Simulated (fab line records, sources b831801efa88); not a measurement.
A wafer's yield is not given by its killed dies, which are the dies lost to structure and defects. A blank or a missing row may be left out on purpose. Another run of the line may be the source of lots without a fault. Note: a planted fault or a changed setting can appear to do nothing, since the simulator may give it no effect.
fab line records / flow sky130
record lots=5 wafers=15 last-day=49
route steps=708 shown LOCAL_INTERCONNECT@396 CONTACT@406 PAD_OPEN@708
lots that met no fault: from a run of the same line without faults
start-h: start of the lot's first displayed wafer, in hours after the record's first day / wait-h: hours elapsed since this lot's preceding step / " the same as in the row above / L1.1+2: a row that stands for several wafers / - no value, or no start given / * or withheld: withheld / < > ~ a bound
route shown NAME@n: a module of which the file shows steps, and the number in the route of the first / usual: mean and standard deviation over wafers with no fault / same: alike in all rows / chamber/n: place in a boat / sites: the reading at each site / _std_site: their standard deviation / _edge_site: the outer-site mean with the inner-site mean subtracted / radius-mm: for every site, how far away it sits from the centre of the wafer / mask NAME#n: copy n / behind: the most recent tool/chamber to have shaped the wafer / hold: what put the lot on hold/how long, in hours/how the hold closed / device: the n, p or np transistor that did not switch / end of line: the same wafers' tests at the end of the route / for a step that has no rows: nothing shown but its recipe / killed: dies lost to structure and defects at the first sort, not the wafer's yield / map: per-die view of a wafer (x killed, . not killed, _ where there is no die)
set.NAME: the run value of the setting; set.NAME@STEP: its run value at that earlier step / model.NAME: the simulator's own value behind a step, which no gauge read
lots at selected steps of the route; one table per step, one row per wafer
services: when a tool's chamber went out of use (start-h, in hours from the record's first day, below 0 if earlier), for how many hours, and the reason
## steps
# step SKY_LOCAL_INTERCONNECT_PEB_09
# recipe peb-temp-c=withheld peb-time-s=withheld resist=KrF-thick
# step SKY_LOCAL_INTERCONNECT_DEVELOP_10
# recipe develop-time-s=60 resist=KrF-thick dev-temp-c=21
# step SKY_LOCAL_INTERCONNECT_ETCH_13
# recipe chemistry=N2/H2 target=BARC ion-energy-ev=200 bias-w=100 pressure-mtorr=30 n2-flow-sccm=100 h2-flow-sccm=200 icp-w=500 stop-on=SiO2 time-s=45.9 target-depth-a=600
# step SKY_LOCAL_INTERCONNECT_METAL_ETCH_14
# recipe target-depth-nm=110 stop-on=PSG chemistry=Cl2/BCl3 target=TiN resist-sidewall-deg=88 pressure-mtorr=10 icp-w=900 bias-w=48.5 Cl2_flow_sccm=60 bcl3-flow-sccm=30 time-s=31.4
# step SKY_LOCAL_INTERCONNECT_STRIP_15
# recipe chemistry=O2/N2 power-w=1400 pressure-mtorr=1500 platen-temp-c=withheld o2-flow-sccm=3000 n2-flow-sccm=300 overash-fraction=0.5
# step SKY_LOCAL_INTERCONNECT_STRIP_16
# recipe chemistry=post-etch-residue-remover time-s=1200 temp-c=72.5
# step SKY_LOCAL_INTERCONNECT_CLEAN_17
# recipe chemistry=IPA time-s=180 temp-c=25
# step SKY_LOCAL_INTERCONNECT_CLEAN_18
# recipe chemistry=O3/DIW dry=n2-spin
# step SKY_CONTACT_CVD_00
# recipe material=Si3N4 target-thk-nm=75 temp-c=400 time-s=withheld rf-w=450
# step SKY_CONTACT_HDPCVD_02
# recipe material=SiO2 target-thk-nm=565 sigma-open-frac=0.3 time-s=94.2 temp-c=600 sih4-flow-sccm=60 pressure-mtorr=6
# usual pressure-mtorr=5.999/0.013 run-length-s=122.2/0.52
lot.wafer=L564.1 tool=hdpcvd-02 chamber=0 start-h=706.65 wait-h=0.1 pressure-mtorr=5.992 run-length-s=121.9
lot.wafer=L564.2 tool=hdpcvd-02 chamber=1 start-h=706.65 wait-h=0.1 pressure-mtorr=6.010 run-length-s=121.9
lot.wafer=L564.4 tool=hdpcvd-02 chamber=1 start-h=706.65 wait-h=0.1 pressure-mtorr=6.021 run-length-s=121.6
lot.wafer=L571.1 tool=hdpcvd-02 chamber=0 start-h=762.25 wait-h=0.1 pressure-mtorr=- run-length-s=-
lot.wafer=L571.2 tool=hdpcvd-02 chamber=1 start-h=762.25 wait-h=0.1 pressure-mtorr=- run-length-s=-
lot.wafer=L571.5 tool=hdpcvd-02 chamber=1 start-h=762.25 wait-h=0.1 pressure-mtorr=- run-length-s=-
lot.wafer=L570.1 tool=hdpcvd-01 chamber=1 start-h=762.70 wait-h=0.1 pressure-mtorr=- run-length-s=-
lot.wafer=L570.4 tool=hdpcvd-01 chamber=0 start-h=762.70 wait-h=0.1 pressure-mtorr=- run-length-s=-
lot.wafer=L570.6 tool=hdpcvd-01 chamber=2 start-h=762.70 wait-h=0.1 pressure-mtorr=- run-length-s=-
lot.wafer=L572.1 tool=hdpcvd-01 chamber=0 start-h=775.76 wait-h=0.1 pressure-mtorr=- run-length-s=-
lot.wafer=L572.2 tool=hdpcvd-01 chamber=1 start-h=775.76 wait-h=0.1 pressure-mtorr=- run-length-s=-
lot.wafer=L572.3 tool=hdpcvd-01 chamber=2 start-h=775.76 wait-h=0.1 pressure-mtorr=- run-length-s=-
lot.wafer=L583.2 tool=hdpcvd-02 chamber=2 start-h=854.41 wait-h=0.0 pressure-mtorr=5.985 run-length-s=121.3
lot.wafer=L583.3 tool=hdpcvd-02 chamber=1 start-h=854.41 wait-h=0.0 pressure-mtorr=5.996 run-length-s=122.1
lot.wafer=L583.4 tool=hdpcvd-02 chamber=2 start-h=854.41 wait-h=0.0 pressure-mtorr=6.002 run-length-s=121.8
# step SKY_CONTACT_CMP_04
# recipe material=SiO2 down-force-psi=4 platen-rpm=60 pad-velocity-m-s=0.94248
# step SKY_CONTACT_DEHYDRATE_06
# recipe temp-c=200 time-s=60
# step SKY_CONTACT_HMDS_07
# recipe prime-time-s=60 prime-temp-c=120
# step SKY_CONTACT_COAT_08
# recipe resist=BARC temp-c=withheld time-s=withheld spin-rpm=3000 resist-thk-nm=60
# step SKY_CONTACT_COAT_09
# recipe resist=KrF-thick spin-rpm=3000 resist-thk-nm=450
# step SKY_CONTACT_SOFTBAKE_10
# recipe temp-c=100 time-s=90 resist=KrF-thick
# step SKY_CONTACT_EXPOSE_11
# recipe mask-id=CTM1 na=0.8 source-shape=annular sigma-inner=0.55 sigma-outer=0.85 target-cd-nm=170 dose-mj=38
# step SKY_CONTACT_PEB_12
# recipe peb-temp-c=withheld peb-time-s=withheld resist=KrF-thick
# step SKY_CONTACT_DEVELOP_13
# recipe develop-time-s=60 resist=KrF-thick dev-temp-c=21
# step SKY_CONTACT_ETCH_16
# recipe chemistry=N2/H2 target=BARC ion-energy-ev=200 source-w=500 bias-w=100 pressure-mtorr=30 n2-flow-sccm=100 h2-flow-sccm=200 stop-on=SiO2 time-s=45.9 target-depth-a=600
# step SKY_CONTACT_ETCH_17
# recipe target=SiO2 chemistry=C4F8/O2/Ar stop-on=Si3N4 mask-material=KrF-thick source-w=1500 bias-w=1200 pressure-mtorr=40 c4f8-flow-sccm=withheld O2_flow_sccm=6 Ar_flow_sccm=300 time-s=withheld target-depth-a=3400
# usual chamber-pressure-mTorr=40.00/0.032 oes-product-au=0.892/0.0047
lot.wafer=L564.1 tool=rie-diel-03 chamber=0 start-h=735.13 wait-h=0.0 chamber-pressure-mTorr=40.01 oes-product-au=0.889 model.etch.depth-nm=340.1
lot.wafer=L564.2 tool=rie-diel-03 chamber=3 start-h=735.13 wait-h=0.0 chamber-pressure-mTorr=39.99 oes-product-au=0.892 model.etch.depth-nm=340.1
lot.wafer=L564.4 tool=rie-diel-03 chamber=1 start-h=735.13 wait-h=0.0 chamber-pressure-mTorr=40.01 oes-product-au=0.898 model.etch.depth-nm=341.1
lot.wafer=L571.1 tool=rie-diel-01 chamber=3 start-h=789.78 wait-h=0.0 chamber-pressure-mTorr=39.97 oes-product-au=0.380 model.etch.depth-nm=0
lot.wafer=L571.2 tool=rie-diel-01 chamber=2 start-h=789.78 wait-h=0.0 chamber-pressure-mTorr=40.05 oes-product-au=0.370 model.etch.depth-nm=0
lot.wafer=L571.5 tool=rie-diel-01 chamber=3 start-h=789.78 wait-h=0.0 chamber-pressure-mTorr=40.02 oes-product-au=0.368 model.etch.depth-nm=0
lot.wafer=L570.1 tool=rie-diel-04 chamber=3 start-h=789.84 wait-h=0.0 chamber-pressure-mTorr=39.98 oes-product-au=0.373 model.etch.depth-nm=0
lot.wafer=L570.4 tool=rie-diel-04 chamber=2 start-h=789.84 wait-h=0.0 chamber-pressure-mTorr=40.01 oes-product-au=0.374 model.etch.depth-nm=0
lot.wafer=L570.6 tool=rie-diel-04 chamber=3 start-h=789.84 wait-h=0.0 chamber-pressure-mTorr=40.01 oes-product-au=0.367 model.etch.depth-nm=0
lot.wafer=L572.1 tool=rie-diel-01 chamber=1 start-h=803.84 wait-h=0.0 chamber-pressure-mTorr=40.05 oes-product-au=0.375 model.etch.depth-nm=0
lot.wafer=L572.2 tool=rie-diel-01 chamber=0 start-h=803.84 wait-h=0.0 chamber-pressure-mTorr=40.04 oes-product-au=0.383 model.etch.depth-nm=0
lot.wafer=L572.3 tool=rie-diel-01 chamber=2 start-h=803.84 wait-h=0.0 chamber-pressure-mTorr=39.98 oes-product-au=0.374 model.etch.depth-nm=0
lot.wafer=L583.2 tool=rie-diel-03 chamber=3 start-h=879.90 wait-h=0.0 chamber-pressure-mTorr=40.02 oes-product-au=0.897 model.etch.depth-nm=340.3
lot.wafer=L583.3 tool=rie-diel-03 chamber=1 start-h=879.90 wait-h=0.0 chamber-pressure-mTorr=39.99 oes-product-au=0.893 model.etch.depth-nm=340
lot.wafer=L583.4 tool=rie-diel-03 chamber=3 start-h=879.90 wait-h=0.0 chamber-pressure-mTorr=40.02 oes-product-au=0.896 model.etch.depth-nm=341.1
# step SKY_CONTACT_ETCH_18
# recipe target=Si3N4 chemistry=CHF3/O2 stop-on=TiN source-w=600 bias-w=200 pressure-mtorr=40 chf3-flow-sccm=50 O2_flow_sccm=5 time-s=39 target-depth-a=750
# step SKY_PAD_OPEN_PROBE_99
# usual killed_at_M0_to_M3=43/7.3 killed_at_M4_up=3.6/1.9 killed-at-contacts=23/5.3 killed-at-front-end=15/4.5 killed-at-other=0.3/0.72 killed-dies=85/9.4 killed-on-rim=17/4.2 killed-open=46/6.7 killed-short=38/6.8
# same gross-dies=492 killed-at-back-side=0
lot.wafer=L564.1 tool=prober-01 chamber=- start-h=1076.16 wait-h=0.1 killed_at_M0_to_M3=46 killed_at_M4_up=2 killed-at-contacts=28 killed-at-front-end=9 killed-at-other=1 killed-dies=86 killed-on-rim=18 killed-open=53 killed-short=32
lot.wafer=L564.2 tool=prober-01 chamber=- start-h=1076.21 wait-h=0.1 killed_at_M0_to_M3=44 killed_at_M4_up=3 killed-at-contacts=19 killed-at-front-end=11 killed-at-other=0 killed-dies=77 killed-on-rim=18 killed-open=34 killed-short=43
lot.wafer=L564.4 tool=prober-01 chamber=- start-h=1076.31 wait-h=0.2 killed_at_M0_to_M3=50 killed_at_M4_up=3 killed-at-contacts=23 killed-at-front-end=10 killed-at-other=0 killed-dies=86 killed-on-rim=15 killed-open=52 killed-short=33
lot.wafer=L571.1 tool=prober-01 chamber=- start-h=1116.67 wait-h=0.1 killed_at_M0_to_M3=11 killed_at_M4_up=2 killed-at-contacts=474 killed-at-front-end=4 killed-at-other=1 killed-dies=492 killed-on-rim=96 killed-open=13 killed-short=6
lot.wafer=L571.2 tool=prober-01 chamber=- start-h=1116.72 wait-h=0.1 killed_at_M0_to_M3=13 killed_at_M4_up=1 killed-at-contacts=473 killed-at-front-end=4 killed-at-other=1 killed-dies=492 killed-on-rim=96 killed-open=9 killed-short=12
lot.wafer=L571.5 tool=prober-01 chamber=- start-h=1116.87 wait-h=0.2 killed_at_M0_to_M3=9 killed_at_M4_up=1 killed-at-contacts=480 killed-at-front-end=2 killed-at-other=0 killed-dies=492 killed-on-rim=96 killed-open=10 killed-short=7
lot.wafer=L570.1 tool=prober-02 chamber=- start-h=1120.52 wait-h=0.1 killed_at_M0_to_M3=7 killed_at_M4_up=0 killed-at-contacts=483 killed-at-front-end=2 killed-at-other=0 killed-dies=492 killed-on-rim=96 killed-open=4 killed-short=9
lot.wafer=L570.4 tool=prober-02 chamber=- start-h=1120.67 wait-h=0.2 killed_at_M0_to_M3=5 killed_at_M4_up=1 killed-at-contacts=486 killed-at-front-end=0 killed-at-other=0 killed-dies=492 killed-on-rim=96 killed-open=6 killed-short=3
lot.wafer=L570.6 tool=prober-02 chamber=- start-h=1120.77 wait-h=0.2 killed_at_M0_to_M3=12 killed_at_M4_up=2 killed-at-contacts=476 killed-at-front-end=2 killed-at-other=0 killed-dies=492 killed-on-rim=96 killed-open=11 killed-short=6
lot.wafer=L572.1 tool=prober-01 chamber=- start-h=1129.03 wait-h=0.1 killed_at_M0_to_M3=11 killed_at_M4_up=2 killed-at-contacts=478 killed-at-front-end=1 killed-at-other=0 killed-dies=492 killed-on-rim=96 killed-open=7 killed-short=9
lot.wafer=L572.2 tool=prober-01 chamber=- start-h=1129.08 wait-h=0.1 killed_at_M0_to_M3=6 killed_at_M4_up=1 killed-at-contacts=481 killed-at-front-end=4 killed-at-other=0 killed-dies=492 killed-on-rim=96 killed-open=8 killed-short=9
lot.wafer=L572.3 tool=prober-01 chamber=- start-h=1129.13 wait-h=0.2 killed_at_M0_to_M3=6 killed_at_M4_up=0 killed-at-contacts=479 killed-at-front-end=7 killed-at-other=0 killed-dies=492 killed-on-rim=96 killed-open=7 killed-short=12
lot.wafer=L583.2 tool=prober-01 chamber=- start-h=1182.82 wait-h=0.1 killed_at_M0_to_M3=44 killed_at_M4_up=4 killed-at-contacts=25 killed-at-front-end=14 killed-at-other=0 killed-dies=87 killed-on-rim=21 killed-open=45 killed-short=42
lot.wafer=L583.3 tool=prober-01 chamber=- start-h=1182.87 wait-h=0.2 killed_at_M0_to_M3=46 killed_at_M4_up=5 killed-at-contacts=27 killed-at-front-end=8 killed-at-other=0 killed-dies=86 killed-on-rim=20 killed-open=47 killed-short=39
lot.wafer=L583.4 tool=prober-01 chamber=- start-h=1182.92 wait-h=0.2 killed_at_M0_to_M3=33 killed_at_M4_up=5 killed-at-contacts=15 killed-at-front-end=15 killed-at-other=0 killed-dies=68 killed-on-rim=15 killed-open=39 killed-short=29
# killed by level:class
L564.1 VIA1:geometric-particle:open=12 CONTACT:geometric-particle:open=10 VIA2:geometric-particle:open=8 LI_CONTACT:geometric-particle:open=7 VIA3:geometric-particle:open=5 LOCAL_INTERCONNECT:geometric-particle:short=4 VIA3:geometric-particle:short=4 METAL1:geometric-particle:short=4
L564.2 VIA3:geometric-particle:open=8 VIA2:geometric-particle:open=6 VIA1:geometric-particle:open=6 METAL2:geometric-particle:short=6 LOCAL_INTERCONNECT:geometric-particle:short=5 CONTACT:geometric-particle:open=5 METAL1:geometric-particle:short=5 VIA3:geometric-particle:short=5
L564.4 VIA1:geometric-particle:open=15 LI_CONTACT:geometric-particle:open=11 VIA2:geometric-particle:open=8 METAL2:geometric-particle:short=7 METAL2:geometric-particle:open=4 VIA3:geometric-particle:open=4 METAL1:geometric-particle:short=4 VIA2:geometric-particle:short=4
L571.1 CONTACT:lost-pattern=470 VIA3:geometric-particle:short=2 POLY_GATE:geometric-particle:open=2 VIA3:geometric-particle:open=2 LI_CONTACT:geometric-particle:open=2 CONTACT:geometric-particle:open=2 METAL1:geometric-particle:short=2 VIA2:geometric-particle:open=2
L571.2 CONTACT:lost-pattern=469 VIA1:geometric-particle:open=3 POLY_GATE:geometric-particle:open=2 LI_CONTACT:geometric-particle:short=2 METAL2:geometric-particle:short=2 VIA2:geometric-particle:open=2 VIA3:geometric-particle:open=2 VIA2:geometric-particle:short=1
L571.5 CONTACT:lost-pattern=474 CONTACT:geometric-particle:open=5 METAL1:geometric-particle:short=3 FIELD_ISO:geometric-particle:open=1 POLY_GATE:geometric-particle:short=1 LI_CONTACT:geometric-particle:short=1 METAL1:geometric-particle:open=1 VIA1:geometric-particle:short=1
L570.1 CONTACT:lost-pattern=478 VIA2:geometric-particle:short=3 LI_CONTACT:geometric-particle:short=2 METAL1:geometric-particle:short=2 POLY_GATE:geometric-particle:open=1 SPACER:geometric-particle:short=1 LI_CONTACT:geometric-particle:open=1 CONTACT:geometric-particle:open=1
L570.4 CONTACT:lost-pattern=483 LI_CONTACT:geometric-particle:open=2 VIA1:geometric-particle:open=2 CONTACT:geometric-particle:open=1 METAL2:geometric-particle:short=1 VIA2:geometric-particle:open=1 VIA2:geometric-particle:short=1 METAL4:geometric-particle:short=1
L570.6 CONTACT:lost-pattern=474 VIA1:geometric-particle:open=4 VIA2:geometric-particle:open=3 FIELD_ISO:geometric-particle:short=2 LOCAL_INTERCONNECT:geometric-particle:short=2 VIA3:geometric-particle:open=2 METAL2:geometric-particle:open=1 METAL2:geometric-particle:short=1
L572.1 CONTACT:lost-pattern=475 LOCAL_INTERCONNECT:geometric-particle:short=3 VIA1:geometric-particle:open=2 METAL1:geometric-particle:open=2 VIA2:geometric-particle:open=2 VIA2:geometric-particle:short=2 POLY_CUT:geometric-particle:short=1 VIA1:geometric-particle:short=1
L572.2 CONTACT:lost-pattern=474 POLY_GATE:geometric-particle:short=2 LI_CONTACT:geometric-particle:open=2 LOCAL_INTERCONNECT:geometric-particle:short=2 FIELD_ISO:geometric-particle:open=1 LI_CONTACT:geometric-particle:short=1 VIA2:geometric-particle:open=1 CONTACT:geometric-particle:open=1
L572.3 CONTACT:lost-pattern=471 LOCAL_INTERCONNECT:geometric-particle:short=4 POLY_GATE:geometric-particle:short=3 CONTACT:geometric-particle:open=3 FIELD_ISO:geometric-particle:short=2 POLY_GATE:geometric-particle:open=2 CONTACT:geometric-particle:short=1 METAL1:geometric-particle:short=1
L583.2 VIA2:geometric-particle:open=9 METAL1:geometric-particle:short=9 VIA1:geometric-particle:open=8 CONTACT:geometric-particle:open=7 POLY_GATE:geometric-particle:open=6 LOCAL_INTERCONNECT:geometric-particle:short=6 VIA3:geometric-particle:open=6 LI_CONTACT:geometric-particle:short=5
L583.3 VIA1:geometric-particle:open=16 LI_CONTACT:geometric-particle:open=9 CONTACT:geometric-particle:open=6 METAL2:geometric-particle:short=6 CONTACT:geometric-particle:short=5 METAL4:geometric-particle:short=4 METAL1:geometric-particle:short=4 VIA1:geometric-particle:short=4
L583.4 VIA1:geometric-particle:open=11 LI_CONTACT:geometric-particle:open=8 POLY_GATE:geometric-particle:open=5 VIA2:geometric-particle:open=5 METAL4:geometric-particle:short=5 FIELD_ISO:geometric-particle:short=4 POLY_GATE:geometric-particle:short=4 METAL2:geometric-particle:short=4
# map L570.1 (x killed, . not)
__________xxxxxxxxxx_________
________xxxxxxxxxxxxxx_______
______xxxxxxxxxxxxxxxxxx_____
_____xxxxxxxxxxxxxxxxxxxx____
____xxxxxxxxxxxxxxxxxxxxxx___
___xxxxxxxxxxxxxxxxxxxxxxxx__
__xxxxxxxxxxxxxxxxxxxxxxxxxx_
_xxxxxxxxxxxxxxxxxxxxxxxxxxxx
_xxxxxxxxxxxxxxxxxxxxxxxxxxxx
_xxxxxxxxxxxxxxxxxxxxxxxxxxxx
_xxxxxxxxxxxxxxxxxxxxxxxxxxxx
_xxxxxxxxxxxxxxxxxxxxxxxxxxxx
_xxxxxxxxxxxxxxxxxxxxxxxxxxxx
_xxxxxxxxxxxxxxxxxxxxxxxxxxxx
_xxxxxxxxxxxxxxxxxxxxxxxxxxxx
__xxxxxxxxxxxxxxxxxxxxxxxxxx_
___xxxxxxxxxxxxxxxxxxxxxxxx__
____xxxxxxxxxxxxxxxxxxxxxx___
_____xxxxxxxxxxxxxxxxxxxx____
______xxxxxxxxxxxxxxxxxx_____
________xxxxxxxxxxxxxx_______
__________xxxxxxxxxx_________
# map L571.1 (x killed, . not)
__________xxxxxxxxxx_________
________xxxxxxxxxxxxxx_______
______xxxxxxxxxxxxxxxxxx_____
_____xxxxxxxxxxxxxxxxxxxx____
____xxxxxxxxxxxxxxxxxxxxxx___
___xxxxxxxxxxxxxxxxxxxxxxxx__
__xxxxxxxxxxxxxxxxxxxxxxxxxx_
_xxxxxxxxxxxxxxxxxxxxxxxxxxxx
_xxxxxxxxxxxxxxxxxxxxxxxxxxxx
_xxxxxxxxxxxxxxxxxxxxxxxxxxxx
_xxxxxxxxxxxxxxxxxxxxxxxxxxxx
_xxxxxxxxxxxxxxxxxxxxxxxxxxxx
_xxxxxxxxxxxxxxxxxxxxxxxxxxxx
_xxxxxxxxxxxxxxxxxxxxxxxxxxxx
_xxxxxxxxxxxxxxxxxxxxxxxxxxxx
__xxxxxxxxxxxxxxxxxxxxxxxxxx_
___xxxxxxxxxxxxxxxxxxxxxxxx__
____xxxxxxxxxxxxxxxxxxxxxx___
_____xxxxxxxxxxxxxxxxxxxx____
______xxxxxxxxxxxxxxxxxx_____
________xxxxxxxxxxxxxx_______
__________xxxxxxxxxx_________
## services
tool=rie-diel-01 chamber=3 start-h=682.79 hours=4.6 kind=repair
tool=hdpcvd-02 chamber=- start-h=697.61 hours=6.0 kind=pm
tool=rie-diel-01 chamber=3 start-h=709.03 hours=5.8 kind=repair
tool=hdpcvd-02 chamber=- start-h=714.91 hours=0.8 kind=repair
tool=hdpcvd-01 chamber=- start-h=725.75 hours=7.7 kind=repair
tool=rie-diel-01 chamber=- start-h=729.06 hours=0.5 kind=repair
tool=hdpcvd-02 chamber=- start-h=733.49 hours=2.8 kind=pm
tool=rie-diel-03 chamber=3 start-h=738.73 hours=1.4 kind=repair
tool=rie-diel-03 chamber=0 start-h=741.85 hours=9.8 kind=repair
tool=rie-diel-04 chamber=1 start-h=743.58 hours=35.4 kind=repair
tool=rie-diel-04 chamber=- start-h=743.75 hours=0.3 kind=repair
tool=rie-diel-04 chamber=- start-h=768.31 hours=0.5 kind=repair
tool=rie-diel-04 chamber=1 start-h=778.94 hours=- kind=clean
tool=rie-diel-04 chamber=1 start-h=778.94 hours=14.0 kind=scheduled-down
tool=rie-diel-04 chamber=2 start-h=798.92 hours=8.9 kind=repair
tool=rie-diel-01 chamber=3 start-h=799.16 hours=- kind=clean
tool=rie-diel-01 chamber=3 start-h=799.16 hours=21.5 kind=scheduled-down
tool=rie-diel-01 chamber=3 start-h=799.16 hours=21.5 kind=vent-cycle
tool=rie-diel-01 chamber=1 start-h=807.91 hours=1.2 kind=repair
tool=rie-diel-04 chamber=1 start-h=843.26 hours=50.2 kind=repair
tool=rie-diel-03 chamber=0 start-h=863.99 hours=7.5 kind=repair
tool=hdpcvd-01 chamber=- start-h=866.80 hours=2.8 kind=pm
tool=rie-diel-04 chamber=0 start-h=877.94 hours=16.6 kind=repair
tool=rie-diel-03 chamber=2 start-h=878.40 hours=2.6 kind=repair
## key
first-sign step=SKY_CONTACT_HDPCVD_02 reading=tool-record direction=missing
effect step=SKY_CONTACT_ETCH_17 reading=oes-product-au direction=down sigmas=99+ usual=0.892 struck=0.374
effect step=SKY_PAD_OPEN_PROBE_99 reading=killed-at-contacts direction=up sigmas=86 usual=23 struck=479
model-effect step=SKY_CONTACT_ETCH_17 value=etch.depth-nm without=340.2 struck=0
met-at SKY_CONTACT_HDPCVD_02
struck-wafers L570.1,L570.4,L570.6,L571.1,L571.2,L571.5,L572.1,L572.2,L572.3
later-rows-left-out L570.1,L570.4,L570.6,L571.1,L571.2,L571.5,L572.1,L572.2,L572.3
tester-left-out L570,L571,L572
onset-between 706.65 762.25
fault kind=skipped-step-whole tool=hdpcvd-01,hdpcvd-02 chamber=- onset-h=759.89 steps=SKY_CONTACT_HDPCVD_02 scope=struck-lots-only
# tester-left-out: of these lots the tester's yield and bins aren't shown, on N5 and GAA mostly nor the transistor test; their killed dies are dies lost to structure and defects alone, not to doping, threshold or leakage, so they don't give the yield
# later-rows-left-out: the simulator's readings of these wafers behind a module that went badly wrong aren't trusted and aren't shown, but for the sort
